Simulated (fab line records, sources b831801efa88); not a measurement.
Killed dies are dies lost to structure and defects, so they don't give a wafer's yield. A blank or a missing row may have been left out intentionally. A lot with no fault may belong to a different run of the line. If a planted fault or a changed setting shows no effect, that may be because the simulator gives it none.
What tool caused it? :: flow gf180mcu :: 12 lots, 36 wafers sampled, at 4 steps of a route of 602

== WHAT THE GAUGES SHOWED, per wafer ==
GF_MVSD_OVL_MEAS_07. Usual: for MVSD_OVL the level is -0.1 nm and the standard deviation is 1.4.
lot: L385
measured: day 4 11:09
on: overlay-01
MVSD_OVL (nm): -1.9 -2.1 -3.5
flag: 

lot: L389
measured: day 5 10:54
on: overlay-01
MVSD_OVL (nm): -0.7 0.7 -0.4
flag: 

lot: L391
measured: day 5 20:39
on: overlay-02
MVSD_OVL (nm): 1.7 2.0 1.6
flag: 

lot: L393
measured: day 6 11:21
on: overlay-01
MVSD_OVL (nm): -1.7 -1.4 -1.7
flag: 

lot: L396
measured: day 7 02:58
on: overlay-02
MVSD_OVL (nm): -0.5 -0.4 -0.8
flag: 

lot: L397
measured: day 7 07:41
on: overlay-02
MVSD_OVL (nm): 0.4 1.0 1.5
flag: 

lot: L401
measured: day 8 07:31
on: overlay-02
MVSD_OVL (nm): 0.3 -0.4 -0.1
flag: 

lot: L402
measured: day 8 17:50
on: overlay-01
MVSD_OVL (nm): 0.7 -1.6 0.6
flag: 

lot: L403
measured: day 8 18:12
on: overlay-02
MVSD_OVL (nm): -1.9 -2.4 -0.3
flag: 

lot: L404
measured: day 8 22:56
on: overlay-02
MVSD_OVL (nm): 0.9 0.5 1.8
flag: 

lot: L408
measured: day 9 22:59
on: overlay-01
MVSD_OVL (nm): -3.3 -1.6 -2.9
flag: 

lot: L407
measured: day 9 23:16
on: overlay-02
MVSD_OVL (nm): -0.7 0.6 0.9
flag: 

GF_VT_IMPLANT_TW_MEAS_21. Usual: for VT_IMPLANT_2_TW the level is 1225 and the standard deviation is 16.
lot: L385
measured: day 6 06:11
on: film metro-03
VT_IMPLANT_2_TW: 1248 1245 1245
flag: 

lot: L389
measured: day 7 09:14
on: film metro-04
VT_IMPLANT_2_TW: 1201 1208 1211
flag: 

lot: L391
measured: day 7 18:16
on: film metro-01
VT_IMPLANT_2_TW: 1225 1229 1229
flag: 

lot: L393
measured: day 8 11:08
on: film metro-04
VT_IMPLANT_2_TW: 1207 1216 1206
flag: 

lot: L396
measured: day 9 04:52
on: film metro-01
VT_IMPLANT_2_TW: 1225 1224 1230
flag: 

lot: L397
measured: day 9 09:38
on: film metro-01
VT_IMPLANT_2_TW: 1223 1234 1221
flag: 

lot: L401
measured: day 10 11:31
on: film metro-03
VT_IMPLANT_2_TW: 1247 1243 1246
flag: 

lot: L402
measured: day 10 23:01
on: film metro-03
VT_IMPLANT_2_TW: 1534 1531 1531
flag: OFF

lot: L403
measured: day 10 23:13
on: film metro-03
VT_IMPLANT_2_TW: 1247 1241 1242
flag: 

lot: L404
measured: day 11 05:01
on: film metro-03
VT_IMPLANT_2_TW: 1524 1530 1521
flag: OFF

lot: L408
measured: day 12 07:07
on: film metro-04
VT_IMPLANT_2_TW: 1207 1210 1202
flag: 

lot: L407
measured: day 12 07:43
on: film metro-04
VT_IMPLANT_2_TW: 1206 1205 1198
flag: 

== EACH LOT AND THE TOOL THAT RAN IT (in order: tool; ch and the chambers of the sampled wafers; start) ==
lot: L385
GF_LVPWELL_STRIP_10: plasma asher-01 ch 0,1, day 3 21:36
GF_VT_IMPLANT_IMPLANT_19: implanter-04 ch 0, day 6 05:58

lot: L389
GF_LVPWELL_STRIP_10: plasma asher-03 ch 0,1, day 4 21:16
GF_VT_IMPLANT_IMPLANT_19: implanter-01 ch 0, day 7 09:01

lot: L391
GF_LVPWELL_STRIP_10: plasma asher-03 ch 0,1, day 5 07:05
GF_VT_IMPLANT_IMPLANT_19: implanter-01 ch 0, day 7 18:02

lot: L393
GF_LVPWELL_STRIP_10: plasma asher-04 ch 0,1, day 5 20:40
GF_VT_IMPLANT_IMPLANT_19: implanter-03 ch 0, day 8 10:55

lot: L396
GF_LVPWELL_STRIP_10: plasma asher-01 ch 0,1, day 6 11:55
GF_VT_IMPLANT_IMPLANT_19: implanter-01 ch 0, day 9 04:37

lot: L397
GF_LVPWELL_STRIP_10: plasma asher-03 ch 0,1, day 6 15:43
GF_VT_IMPLANT_IMPLANT_19: implanter-03 ch 0, day 9 09:26

lot: L401
GF_LVPWELL_STRIP_10: plasma asher-04 ch 0,1, day 7 15:22
GF_VT_IMPLANT_IMPLANT_19: implanter-03 ch 0, day 10 11:16

lot: L402
GF_LVPWELL_STRIP_10: plasma asher-04 ch 0,1, day 8 00:35
GF_VT_IMPLANT_IMPLANT_19: implanter-03 ch 0, day 10 22:46

lot: L403
GF_LVPWELL_STRIP_10: plasma asher-01 ch 0,1, day 8 02:01
GF_VT_IMPLANT_IMPLANT_19: implanter-04 ch 0, day 10 22:59

lot: L404
GF_LVPWELL_STRIP_10: plasma asher-03 ch 1, day 8 06:05
GF_VT_IMPLANT_IMPLANT_19: implanter-03 ch 0, day 11 04:47

lot: L408
GF_LVPWELL_STRIP_10: plasma asher-01 ch 0,1, day 9 06:11
GF_VT_IMPLANT_IMPLANT_19: implanter-04 ch 0, day 12 06:52

lot: L407
GF_LVPWELL_STRIP_10: plasma asher-04 ch 0,1, day 9 06:16
GF_VT_IMPLANT_IMPLANT_19: implanter-04 ch 0, day 12 07:28
- GF_LVPWELL_STRIP_10: strips in O2/N2.
- GF_VT_IMPLANT_IMPLANT_19

== AS READ BY THE TOOLS THEMSELVES (means over the sampled wafers that have a number; for cases with no such wafer, the mark the record gives instead) ==
GF_LVPWELL_STRIP_10. Usual: chamber pressure mTorr 1500.0 mTorr, standard deviation 1.5; drypump motor current A 5.9 A, standard deviation 0.43; heater power w 356 W, standard deviation 51; oes product au 0.723 a.u., standard deviation 0.0046; strip time to endpoint s 36.91 s, standard deviation 0.09.
lot: L385
tool: plasma asher-01
chamber pressure mTorr (mTorr): 1500.0
drypump motor current A (A): 6.2
heater power w (W): 336
oes product au (a.u.): 0.720
strip time to endpoint s (s): 36.99
flag: 

lot: L389
tool: plasma asher-03
chamber pressure mTorr (mTorr): 1500.2
drypump motor current A (A): 5.9
heater power w (W): 317
oes product au (a.u.): 0.725
strip time to endpoint s (s): 36.90
flag: 

lot: L391
tool: plasma asher-03
chamber pressure mTorr (mTorr): 1500.0
drypump motor current A (A): 6.1
heater power w (W): 323
oes product au (a.u.): 0.719
strip time to endpoint s (s): 36.89
flag: 

lot: L393
tool: plasma asher-04
chamber pressure mTorr (mTorr): 1501.8
drypump motor current A (A): 5.5
heater power w (W): 393
oes product au (a.u.): 0.724
strip time to endpoint s (s): 37.03
flag: 

lot: L396
tool: plasma asher-01
chamber pressure mTorr (mTorr): 1500.4
drypump motor current A (A): 6.2
heater power w (W): 376
oes product au (a.u.): 0.726
strip time to endpoint s (s): 36.85
flag: 

lot: L397
tool: plasma asher-03
chamber pressure mTorr (mTorr): 1499.3
drypump motor current A (A): 5.9
heater power w (W): 322
oes product au (a.u.): 0.724
strip time to endpoint s (s): 36.98
flag: 

lot: L401
tool: plasma asher-04
chamber pressure mTorr (mTorr): 1498.5
drypump motor current A (A): 5.4
heater power w (W): 412
oes product au (a.u.): 0.719
strip time to endpoint s (s): 36.87
flag: 

lot: L402
tool: plasma asher-04
chamber pressure mTorr (mTorr): 1501.2
drypump motor current A (A): 5.5
heater power w (W): 392
oes product au (a.u.): 0.724
strip time to endpoint s (s): 36.83
flag: 

lot: L403
tool: plasma asher-01
chamber pressure mTorr (mTorr): 1501.2
drypump motor current A (A): 6.2
heater power w (W): 379
oes product au (a.u.): 0.718
strip time to endpoint s (s): 36.87
flag: 

lot: L404
tool: plasma asher-03
chamber pressure mTorr (mTorr): 1500.2
drypump motor current A (A): 5.6
heater power w (W): 306
oes product au (a.u.): 0.723
strip time to endpoint s (s): 36.93
flag: 

lot: L408
tool: plasma asher-01
chamber pressure mTorr (mTorr): 1499.9
drypump motor current A (A): 6.2
heater power w (W): 383
oes product au (a.u.): 0.722
strip time to endpoint s (s): 37.01
flag: 

lot: L407
tool: plasma asher-04
chamber pressure mTorr (mTorr): 1499.1
drypump motor current A (A): 5.5
heater power w (W): 381
oes product au (a.u.): 0.727
strip time to endpoint s (s): 37.05
flag: 

GF_VT_IMPLANT_IMPLANT_19. Usual: dose ions cm2 4.35e+12, standard deviation 5.3e+09; faraday current uA 24.6, standard deviation 0.5.
lot: L385
tool: implanter-04
dose ions cm2: 4.35e+12
faraday current uA: 24.0
flag: 

lot: L389
tool: implanter-01
dose ions cm2: 4.35e+12
faraday current uA: 24.7
flag: 

lot: L391
tool: implanter-01
dose ions cm2: 4.35e+12
faraday current uA: 24.1
flag: 

lot: L393
tool: implanter-03
dose ions cm2: 4.35e+12
faraday current uA: 25.1
flag: 

lot: L396
tool: implanter-01
dose ions cm2: 4.35e+12
faraday current uA: 24.5
flag: 

lot: L397
tool: implanter-03
dose ions cm2: 4.35e+12
faraday current uA: 24.6
flag: 

lot: L401
tool: implanter-03
dose ions cm2: 4.35e+12
faraday current uA: 24.5
flag: 

lot: L402
tool: implanter-03
dose ions cm2: 8.39e+12
faraday current uA: 47.1
flag: OFF

lot: L403
tool: implanter-04
dose ions cm2: 4.35e+12
faraday current uA: 24.2
flag: 

lot: L404
tool: implanter-03
dose ions cm2: 8.39e+12
faraday current uA: 47.0
flag: OFF

lot: L408
tool: implanter-04
dose ions cm2: 4.35e+12
faraday current uA: 25.0
flag: 

lot: L407
tool: implanter-04
dose ions cm2: 4.35e+12
faraday current uA: 24.6
flag: 

== THE ANSWER, worked out from the rows above alone ==
Rule: a lot is off if the mean of its wafers that have a number lies more than 3 standard deviations from the usual mean. A lot without any number at a reading at which 4 lots or more have one is off too. The other lots that the step has rows for count as sound. First the gauges in route order, then the tools' own readings, where a lot's mean is used as printed above. The first step at which some lot is off is used, and at that step the reading that is off furthest; a lot without a number counts as furthest.
Off: L402, L404, at GF_VT_IMPLANT_TW_MEAS_21 (VT_IMPLANT_2_TW).
If a tool, at a process step before that reading, ran all the lots that are off and no sound lot after the first of them, it fits. The gauges at GF_VT_IMPLANT_TW_MEAS_21 aren't tried: what is off there is off at GF_VT_IMPLANT_IMPLANT_19 too, on other tools, and a gauge's error can't cause that. One candidate fits, namely implanter-03 at GF_VT_IMPLANT_IMPLANT_19. Its last sound lot is L401 (day 10 11:16), its first lot that is off L402 (day 10 22:46): a fault that began between those two fits.
The tool's own readings at GF_VT_IMPLANT_IMPLANT_19 bear it out: on the lots that are off they differ by more than 5 times the standard deviation of the sound lots' means. dose ions cm2 reads 8.39e+12 there against 4.35e+12 on the sound lots; faraday current uA reads 47.0 there against 24.5 on the sound lots.

== WHAT WAS PUT IN BY THE SIMULATOR ==
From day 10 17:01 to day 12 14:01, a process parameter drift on implanter-03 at GF_VT_IMPLANT_IMPLANT_19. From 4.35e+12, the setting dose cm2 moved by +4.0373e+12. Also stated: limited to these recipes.
Struck lots among those shown: L402, L404. The rule given above showed the same thing.
